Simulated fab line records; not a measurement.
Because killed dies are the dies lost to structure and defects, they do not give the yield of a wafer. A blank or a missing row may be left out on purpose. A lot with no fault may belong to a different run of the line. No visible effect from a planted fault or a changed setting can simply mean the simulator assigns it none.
Which tool is to blame? :: flow gf180mcu :: 39 wafers from 13 lots sampled at 5 of the route's 602 steps

WHAT EACH GAUGE READ, for each wafer
GF_PSD_OVL_MEAS_08. Usual: PSD_OVL 1.0 nm, standard deviation 1.4.
lot: L664
measured: day 15 06:55
on: overlay-01
PSD_OVL (nm): 0.2 1.0 0.0
flag: 

lot: L665
measured: day 15 15:46
on: overlay-01
PSD_OVL (nm): 0.8 0.3 0.9
flag: 

lot: L666
measured: day 15 16:25
on: overlay-02
PSD_OVL (nm): 1.8 2.5 3.5
flag: 

lot: L670
measured: day 17 08:58
on: overlay-02
PSD_OVL (nm): 0.0 -0.7 -0.1
flag: 

lot: L675
measured: day 18 08:49
on: overlay-01
PSD_OVL (nm): -0.7 -0.1 1.7
flag: 

lot: L678
measured: day 19 07:47
on: overlay-02
PSD_OVL (nm): 0.2 1.8 1.8
flag: 

lot: L680
measured: day 20 05:07
on: overlay-01
PSD_OVL (nm): 1.7 -0.6 1.0
flag: 

lot: L681
measured: day 20 11:52
on: overlay-02
PSD_OVL (nm): 2.5 1.2 2.1
flag: 

lot: L682
measured: day 20 17:19
on: overlay-02
PSD_OVL (nm): -0.5 1.5 -1.0
flag: 

lot: L683
measured: day 21 05:49
on: overlay-02
PSD_OVL (nm): -0.9 0.5 0.3
flag: 

lot: L684
measured: day 21 09:46
on: overlay-01
PSD_OVL (nm): -2.0 -1.0 -0.9
flag: 

lot: L685
measured: day 21 17:19
on: overlay-02
PSD_OVL (nm): 0.9 0.9 1.9
flag: 

lot: L686
measured: day 21 23:01
on: overlay-02
PSD_OVL (nm): 3.4 3.0 1.6
flag: 

GF_SAB_THK_MEAS_01. Usual: SAB_CVD_00_THK 50.0 nm, standard deviation 0.62.
lot: L664
measured: day 15 07:40
on: film metro-01
SAB_CVD_00_THK (nm): 49.0 50.0 49.5
flag: 

lot: L665
measured: day 15 16:31
on: film metro-04
SAB_CVD_00_THK (nm): 49.8 50.2 49.6
flag: 

lot: L666
measured: day 15 17:09
on: film metro-04
SAB_CVD_00_THK (nm): 50.0 50.7 50.1
flag: 

lot: L670
measured: day 17 09:43
on: film metro-01
SAB_CVD_00_THK (nm): 50.0 49.6 52.3
flag: 

lot: L675
measured: day 18 09:33
on: film metro-01
SAB_CVD_00_THK (nm): 49.9 52.1 50.6
flag: 

lot: L678
measured: day 19 08:32
on: film metro-01
SAB_CVD_00_THK (nm): 51.1 50.7 50.2
flag: 

lot: L680
measured: day 20 05:55
on: film metro-03
SAB_CVD_00_THK (nm): 50.1 50.7 50.8
flag: 

lot: L681
measured: day 20 12:36
on: film metro-04
SAB_CVD_00_THK (nm): 49.9 49.7 50.7
flag: 

lot: L682
measured: day 20 18:04
on: film metro-04
SAB_CVD_00_THK (nm): 49.6 49.2 49.8
flag: 

lot: L683
measured: day 21 06:34
on: film metro-01
SAB_CVD_00_THK (nm): 49.8 50.4 50.9
flag: 

lot: L684
measured: day 21 10:40
on: film metro-04
SAB_CVD_00_THK (nm): 50.2 49.3 50.4
flag: 

lot: L685
measured: day 21 18:04
on: film metro-03
SAB_CVD_00_THK (nm): 50.5 50.0 51.4
flag: 

lot: L686
measured: day 21 23:46
on: film metro-03
SAB_CVD_00_THK (nm): 50.3 50.5 50.6
flag: 

GF_SAB_CD_MEAS_09 targets a cd of 420 nm. Usual: cd nm reads 420.2 nm (standard deviation 2.1).
lot: L664
measured: day 16 05:16
on: cd sem-02
cd nm (nm): 421.3 422.7 420.2
flag: 

lot: L665
measured: day 16 13:44
on: cd sem-02
cd nm (nm): 415.4 414.1 416.7
flag: 

lot: L666
measured: day 16 14:32
on: cd sem-02
cd nm (nm): 416.8 418.2 419.0
flag: 

lot: L670
measured: day 18 09:17
on: cd sem-02
cd nm (nm): 415.7 414.3 417.9
flag: 

lot: L675
measured: day 19 09:30
on: cd sem-01
cd nm (nm): 422.7 420.3 420.9
flag: 

lot: L678
measured: day 20 08:50
on: cd sem-01
cd nm (nm): 421.7 421.3 424.0
flag: 

lot: L680
measured: day 21 05:44
on: cd sem-01
cd nm (nm): 421.4 421.4 421.7
flag: 

lot: L681
measured: day 21 12:29
on: cd sem-02
cd nm (nm): 420.6 420.7 419.8
flag: 

lot: L682
measured: day 21 17:50
on: cd sem-02
cd nm (nm): 422.1 420.2 419.7
flag: 

lot: L683
measured: day 22 05:43
on: cd sem-01
cd nm (nm): 423.2 421.3 422.4
flag: 

lot: L684
measured: day 22 09:18
on: cd sem-02
cd nm (nm): 419.0 419.4 421.9
flag: 

lot: L685
measured: day 22 16:40
on: cd sem-02
cd nm (nm): 420.3 421.1 421.6
flag: 

lot: L686
measured: day 22 22:54
on: cd sem-02
cd nm (nm): 420.4 418.6 420.4
flag: 

TOOL THAT RAN EACH LOT (tool first, then ch and the chambers of the sampled wafers, then the start)
lot: L664
GF_NSD_STRIP_11: plasma asher-01 ch 0,1, day 14 09:48
GF_SAB_CVD_00: pecvd-02 ch 0,1,2, day 15 07:38

lot: L665
GF_NSD_STRIP_11: plasma asher-03 ch 0,1, day 14 17:59
GF_SAB_CVD_00: pecvd-04 ch 0,1,2, day 15 16:29

lot: L666
GF_NSD_STRIP_11: plasma asher-01 ch 1, day 14 19:03
GF_SAB_CVD_00: pecvd-02 ch 0,2, day 15 17:08

lot: L670
GF_NSD_STRIP_11: plasma asher-01 ch 0,1, day 16 10:12
GF_SAB_CVD_00: pecvd-03 ch 0,1,2, day 17 09:41

lot: L675
GF_NSD_STRIP_11: plasma asher-03 ch 0,1, day 17 09:01
GF_SAB_CVD_00: pecvd-03 ch 0,2, day 18 09:32

lot: L678
GF_NSD_STRIP_11: plasma asher-03 ch 0,1, day 18 07:53
GF_SAB_CVD_00: pecvd-02 ch 0,2, day 19 08:29

lot: L680
GF_NSD_STRIP_11: plasma asher-03 ch 0,1, day 19 04:32
GF_SAB_CVD_00: pecvd-02 ch 0,1,2, day 20 05:53

lot: L681
GF_NSD_STRIP_11: plasma asher-03 ch 0,1, day 19 11:00
GF_SAB_CVD_00: pecvd-02 ch 0,2, day 20 12:35

lot: L682
GF_NSD_STRIP_11: plasma asher-02 ch 0,1, day 19 16:59
GF_SAB_CVD_00: pecvd-03 ch 1,2, day 20 18:02

lot: L683
GF_NSD_STRIP_11: plasma asher-03 ch 0,1, day 20 06:03
GF_SAB_CVD_00: pecvd-04 ch 1,2, day 21 06:32

lot: L684
GF_NSD_STRIP_11: plasma asher-03 ch 0,1, day 20 09:43
GF_SAB_CVD_00: pecvd-04 ch 0,1, day 21 10:38

lot: L685
GF_NSD_STRIP_11: plasma asher-01 ch 0,1, day 20 17:20
GF_SAB_CVD_00: pecvd-03 ch 0,1,2, day 21 18:02

lot: L686
GF_NSD_STRIP_11: plasma asher-02 ch 0,1, day 20 22:59
GF_SAB_CVD_00: pecvd-03 ch 0,1,2, day 21 23:44
- GF_NSD_STRIP_11: strips in O2/N2.
- GF_SAB_CVD_00: deposits SiO2 from TEOS, target thk 50 nm, time 4.9302 s.

AS READ BY THE TOOLS THEMSELVES (means over the sampled wafers that have a number; for cases with no such wafer, the mark the record gives instead)
GF_NSD_STRIP_11. Usual: drypump motor current A 5.9 A, standard deviation 0.45; heater power w 305 W, standard deviation 13; o2 flow sccm 3001 sccm, standard deviation 8.1; oes product au 0.487 a.u., standard deviation 0.0044; strip time to endpoint s 22.98 s, standard deviation 0.035.
lot: L664
tool: plasma asher-01
drypump motor current A (A): 5.5
heater power w (W): 307
o2 flow sccm (sccm): 2998
oes product au (a.u.): 0.490
strip time to endpoint s (s): 22.88
flag: 

lot: L665
tool: plasma asher-03
drypump motor current A (A): 6.4
heater power w (W): 299
o2 flow sccm (sccm): 3001
oes product au (a.u.): 0.485
strip time to endpoint s (s): 22.97
flag: 

lot: L666
tool: plasma asher-01
drypump motor current A (A): 5.7
heater power w (W): 303
o2 flow sccm (sccm): 2995
oes product au (a.u.): 0.486
strip time to endpoint s (s): 22.97
flag: 

lot: L670
tool: plasma asher-01
drypump motor current A (A): 5.6
heater power w (W): 304
o2 flow sccm (sccm): 2993
oes product au (a.u.): 0.486
strip time to endpoint s (s): 23.00
flag: 

lot: L675
tool: plasma asher-03
drypump motor current A (A): 6.4
heater power w (W): 296
o2 flow sccm (sccm): 2996
oes product au (a.u.): 0.486
strip time to endpoint s (s): 22.97
flag: 

lot: L678
tool: plasma asher-03
drypump motor current A (A): 6.3
heater power w (W): 299
o2 flow sccm (sccm): 2994
oes product au (a.u.): 0.489
strip time to endpoint s (s): 23.01
flag: 

lot: L680
tool: plasma asher-03
drypump motor current A (A): 6.3
heater power w (W): 295
o2 flow sccm (sccm): 2997
oes product au (a.u.): 0.484
strip time to endpoint s (s): 23.00
flag: 

lot: L681
tool: plasma asher-03
drypump motor current A (A): 6.3
heater power w (W): 295
o2 flow sccm (sccm): 3010
oes product au (a.u.): 0.489
strip time to endpoint s (s): 23.00
flag: 

lot: L682
tool: plasma asher-02
drypump motor current A (A): 5.5
heater power w (W): 313
o2 flow sccm (sccm): 3006
oes product au (a.u.): 0.487
strip time to endpoint s (s): 22.98
flag: 

lot: L683
tool: plasma asher-03
drypump motor current A (A): 6.4
heater power w (W): 296
o2 flow sccm (sccm): 2999
oes product au (a.u.): 0.492
strip time to endpoint s (s): 23.01
flag: 

lot: L684
tool: plasma asher-03
drypump motor current A (A): 6.3
heater power w (W): 294
o2 flow sccm (sccm): 3003
oes product au (a.u.): 0.489
strip time to endpoint s (s): 22.94
flag: 

lot: L685
tool: plasma asher-01
drypump motor current A (A): 5.5
heater power w (W): 309
o2 flow sccm (sccm): 3002
oes product au (a.u.): 0.488
strip time to endpoint s (s): 22.97
flag: 

lot: L686
tool: plasma asher-02
drypump motor current A (A): 5.5
heater power w (W): 309
o2 flow sccm (sccm): 3002
oes product au (a.u.): 0.489
strip time to endpoint s (s): 23.00
flag: 

GF_SAB_CVD_00. Usual: heater power w reads 607 W (standard deviation 60).
lot: L664
tool: pecvd-02
heater power w (W): 608
flag: 

lot: L665
tool: pecvd-04
heater power w (W): 572
flag: 

lot: L666
tool: pecvd-02
heater power w (W): 642
flag: 

lot: L670
tool: pecvd-03
heater power w (W): 612
flag: 

lot: L675
tool: pecvd-03
heater power w (W): 664
flag: 

lot: L678
tool: pecvd-02
heater power w (W): 583
flag: 

lot: L680
tool: pecvd-02
heater power w (W): 599
flag: 

lot: L681
tool: pecvd-02
heater power w (W): 637
flag: 

lot: L682
tool: pecvd-03
heater power w (W): 637
flag: 

lot: L683
tool: pecvd-04
heater power w (W): 542
flag: 

lot: L684
tool: pecvd-04
heater power w (W): 558
flag: 

lot: L685
tool: pecvd-03
heater power w (W): 649
flag: 

lot: L686
tool: pecvd-03
heater power w (W): 642
flag: 

THE ANSWER, worked out from the rows above alone
Rule: a lot counts as off when the mean over its wafers that have a number is more than 3 standard deviations away from the usual mean. A lot without any number at a reading at which 4 lots or more have one is off too. The other lots that the step has rows for count as sound. The gauges are gone through in route order, then the tools' own readings, and for those a lot's mean is taken as printed above. At the first step where some lot is off, the reading lying furthest off is the one used; lots without a number count as furthest.
Nothing can be told from this: no lot is off at any reading shown.

WHAT THE SIMULATOR HAD INSERTED
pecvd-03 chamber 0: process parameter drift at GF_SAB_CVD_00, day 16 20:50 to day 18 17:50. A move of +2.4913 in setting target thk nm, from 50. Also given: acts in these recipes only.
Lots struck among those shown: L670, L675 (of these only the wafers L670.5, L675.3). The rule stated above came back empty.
